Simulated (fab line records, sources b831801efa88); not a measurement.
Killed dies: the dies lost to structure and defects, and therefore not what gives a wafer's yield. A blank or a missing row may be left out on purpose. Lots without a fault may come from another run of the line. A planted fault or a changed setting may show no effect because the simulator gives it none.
Matching of chambers -- flow gf180mcu -- GF_V2_CVD_02 on pecvd-04 has 3 sister chambers
The step deposits SiO2 from TEOS, target thk 850 nm, time 94.851 s. 6 wafers are shown with their chamber, then 7 later ones without.

== WAFERS PAIRED WITH THEIR CHAMBERS ==
wafer,chamber,heaterPowerW (W)
L376.1,0,567
L376.3,1,633
L379.2,0,526
L379.5,2,644
L380.2,2,583
L380.4,1,693

== WAFERS WITHOUT THEIR CHAMBER ==
wafer,heaterPowerW (W)
L380.6,620
L384.2,599
L384.3,553
L384.5,569
L387.1,582
L387.2,584
L387.4,614

== EACH ONE'S CHAMBER ==
wafer,from the rows above,in truth
L380.6,can't be placed: 2 or 1 or 0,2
L384.2,can't be placed: 2 or 0 or 1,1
L384.3,can't be placed: 0 or 2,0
L384.5,can't be placed: 0 or 2 or 1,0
L387.1,can't be placed: 2 or 0 or 1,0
L387.2,can't be placed: 2 or 0 or 1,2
L387.4,can't be placed: 2 or 1 or 0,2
Correct placement for 0 of the 7. These rows do not allow placing 7 (true chamber among the candidates in 7). 0 placed wrongly.
How it was worked out, from the rows above alone: a wafer's distance from a chamber is the root of the sum, over the readings, of the square of ((its reading less the chamber's mean) divided by the reading's scatter). The wafer belongs to the nearest chamber; if the next one is less than 2 further off, it can't be placed. A chamber's mean is the mean of its shown wafers. The scatter: the root of (the sum of the squares of (reading less its chamber's mean) over the shown wafers, divided by (wafers less chambers)).
